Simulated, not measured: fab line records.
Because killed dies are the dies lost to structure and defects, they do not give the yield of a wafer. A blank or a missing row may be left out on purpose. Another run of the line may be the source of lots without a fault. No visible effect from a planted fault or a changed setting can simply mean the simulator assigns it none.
Matching of chambers + flow sky130 + cmp-01 running SKY_VIA3_CMP_24: 4 sister chambers
The step polishes, stops on SiO2, t overpolish 20 s, target thk 0 nm. 14 wafers are shown with their chamber, then 7 later ones without.

## WAFERS PAIRED WITH THEIR CHAMBERS
| wafer  | chamber | motor-current-A (A) | time-to-endpoint-s (s) | edge-zone-pressure-frac |
|--------|---------|---------------------|------------------------|-------------------------|
| L138.1 | 0       | 9.7                 | 97                     | 1.000                   |
| L138.4 | 3       | 12.8                | 91                     | 0.994                   |
| L138.5 | 0       | 9.5                 | 97                     | 0.999                   |
| L141.3 | 0       | 9.7                 | 93                     | 0.999                   |
| L141.4 | 1       | 11.4                | 89                     | 0.993                   |
| L141.5 | 2       | 12.0                | 97                     | 1.007                   |
| L142.1 | 3       | 12.1                | 91                     | 1.008                   |
| L142.2 | 0       | 10.3                | 96                     | 1.001                   |
| L142.5 | 0       | 10.1                | 98                     | 1.008                   |
| L144.1 | 0       | 9.6                 | 101                    | 0.996                   |
| L144.3 | 3       | 13.4                | 90                     | 1.011                   |
| L144.5 | 1       | 11.2                | 102                    | 0.999                   |
| L154.1 | 2       | 12.2                | 96                     | 0.999                   |
| L154.5 | 0       | 9.9                 | 95                     | 1.000                   |

SIGNATURES (means of the wafers above)
| reading                 | chamber 0 | chamber 1 | chamber 2 | chamber 3 | scatter within a chamber |
|-------------------------|-----------|-----------|-----------|-----------|--------------------------|
| motor-current-A         | 9.829     | 11.300    | 12.100    | 12.767    | 0.372                    |
| time-to-endpoint-s      | 96.71     | 95.50     | 96.50     | 90.67     | 3.51                     |
| edge-zone-pressure-frac | 1.00043   | 0.99600   | 1.00300   | 1.00433   | 0.00544                  |
Rule: a wafer's distance from a chamber is the root of the sum, over the readings, of the square of ((its reading less the chamber's mean) divided by the reading's scatter). The wafer belongs to the nearest chamber; if the next one is less than 2 further off, it can't be placed. The scatter: the root of (the sum of the squares of (reading less its chamber's mean) over the shown wafers, divided by (wafers less chambers)).

## WAFERS WITH NO CHAMBER GIVEN
| wafer  | motor-current-A (A) | time-to-endpoint-s (s) | edge-zone-pressure-frac |
|--------|---------------------|------------------------|-------------------------|
| L154.6 | 12.0                | 89                     | 0.998                   |
| L156.2 | 11.0                | 96                     | 0.998                   |
| L156.5 | 10.7                | 96                     | 1.002                   |
| L156.6 | 9.8                 | 96                     | 1.000                   |
| L159.1 | 8.6                 | 97                     | 1.007                   |
| L159.3 | 12.8                | 91                     | 1.002                   |
| L159.4 | 12.2                | 104                    | 1.005                   |

## EACH ONE'S CHAMBER
| wafer  | from the rows above          | in truth |
|--------|------------------------------|----------|
| L154.6 | can't be placed: 2 or 3 or 1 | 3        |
| L156.2 | 1                            | 1        |
| L156.5 | can't be placed: 1 or 0 or 2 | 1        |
| L156.6 | 0                            | 0        |
| L159.1 | 0                            | 0        |
| L159.3 | 3                            | 3        |
| L159.4 | can't be placed: 2 or 1 or 3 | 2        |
4 of 7 placed correctly. From these rows, 3 cannot be placed; in 3 the true chamber is one of the candidates. Number placed wrongly: 0.
